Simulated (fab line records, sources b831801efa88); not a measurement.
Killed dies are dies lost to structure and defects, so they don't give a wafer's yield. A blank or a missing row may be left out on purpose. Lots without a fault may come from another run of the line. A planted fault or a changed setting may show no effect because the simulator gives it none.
One fault seen from 2 desks | flow sky130 | each desk has only its own numbers; what lay behind them comes last

THE METROLOGY DESK
What the gauges read, lot by lot, whatever tool the lot ran on: means of the sampled wafers that have a number. A lot is out of limits, marked OUT, if its mean lies more than 4 standard deviations from the usual mean; the brackets give that distance.
Columns: A = VIA1_BOW at SKY_VIA1_BOW_MEAS_03, usual 80 um; B = cd_nm at SKY_VIA1_CD_MEAS_12, usual 149.7 nm; C = VIA1_OVL at SKY_VIA1_OVL_MEAS_13, usual 5 nm
lot  | first seen here | A  | B     | C
L576 | day 33 01:02    | 75 | 148.6 | 7
L582 | day 35 05:09    | 77 | 149.1 | 9
L592 | day 38 12:50    | 84 | 150.3 | 8
L590 | day 38 16:20    | 82 | 150.3 | 3
L596 | day 39 23:29    | 83 | 148.7 | 10
L597 | day 40 04:41    | 81 | 146.2 | 5
This desk's finding: nothing out of limits on any of the 6 lots.

THE TOOL OWNER'S DESK: rie_diel-04
The tool's own readings at SKY_VIA1_ETCH_14 (etches BARC in N2/H2, stops on SiO2, time 45.9 s, target depth 60 nm): means of the sampled wafers that have a number, for each lot that ran on this tool. A lot is out of limits, marked OUT, if its mean lies more than 4 standard deviations from the usual mean; the brackets give that distance.
Columns: A = chamber_pressure_mTorr at SKY_VIA1_ETCH_14, usual 30.001 mTorr; B = drypump_motor_current_A at SKY_VIA1_ETCH_14, usual 5.7 A; C = oes_product_au at SKY_VIA1_ETCH_14, usual 0.854 a.u.; D = throttle_valve_pct at SKY_VIA1_ETCH_14, usual 13.226 %
lot  | first seen here | A      | B   | C     | D
L576 | day 34 03:11    | 30.026 | 5.7 | 0.860 | 13.222
L592 | day 39 13:49    | 30.005 | 5.6 | 0.857 | 13.237
L590 | day 39 16:20    | 30.004 | 5.1 | 0.861 | 13.229
This desk's finding: nothing out of limits on any of the 3 lots.

PUT TOGETHER
The metrology desk saw nothing out of limits.
The tool owner's desk saw nothing out of limits.

WHAT THE SIMULATOR HAD PUT IN
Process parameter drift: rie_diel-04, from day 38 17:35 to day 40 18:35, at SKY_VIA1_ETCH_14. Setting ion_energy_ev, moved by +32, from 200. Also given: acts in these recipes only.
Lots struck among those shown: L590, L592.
